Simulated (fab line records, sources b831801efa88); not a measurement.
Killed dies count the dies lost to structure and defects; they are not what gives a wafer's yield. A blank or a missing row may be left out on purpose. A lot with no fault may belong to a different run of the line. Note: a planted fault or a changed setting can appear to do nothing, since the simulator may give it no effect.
Which tool was responsible? || flow sky130 || 6 lots (18 wafers sampled), 1 step of a 708-step route

## WHAT EACH GAUGE READ, for each wafer
SKY_SPACER_THK_MEAS_01.
{"lot": "L362", "measured": "day 24 07:31", "on": "film metro-01", "SPACER_CVD_00_THK (nm)": "43.8 43.9 43.2"}
{"lot": "L367", "measured": "day 26 05:28", "on": "film metro-03", "SPACER_CVD_00_THK (nm)": "43.6 43.2 43.6"}
{"lot": "L374", "measured": "day 28 13:21", "on": "film metro-02", "SPACER_CVD_00_THK (nm)": "43.1 42.7 42.9"}
{"lot": "L377", "measured": "day 29 14:16", "on": "film metro-02", "SPACER_CVD_00_THK (nm)": "43.5 43.5 43.6"}
{"lot": "L380", "measured": "day 30 10:52", "on": "film metro-02", "SPACER_CVD_00_THK (nm)": "42.8 43.2 43.3"}
{"lot": "L382", "measured": "day 30 23:55", "on": "film metro-03", "SPACER_CVD_00_THK (nm)": "42.5 42.8 42.7"}

## EACH LOT AND THE TOOL THAT RAN IT (in order: tool; ch and the chambers of the sampled wafers; start)
The record holds no process step before these readings.

## THE ANSWER, worked out from the rows above alone
Rule: what is usual is taken from the lots themselves. The widest of any qualifying gaps counts: lots, ordered by their means at a reading, are off when they make up no more than a third of the lots, leave a main group of 4 or more, and stand apart from it by 3 or more times the standard deviation of that group's means. If all means in a main group match to the digits the tables above print for the reading, that group is not used. Also off: a lot with no number at a reading for which 4 or more lots have one. The other lots that the step has rows for count as sound.
Nothing can be told from this: no lot is off at any reading shown.

## WHAT THE SIMULATOR PUT IN
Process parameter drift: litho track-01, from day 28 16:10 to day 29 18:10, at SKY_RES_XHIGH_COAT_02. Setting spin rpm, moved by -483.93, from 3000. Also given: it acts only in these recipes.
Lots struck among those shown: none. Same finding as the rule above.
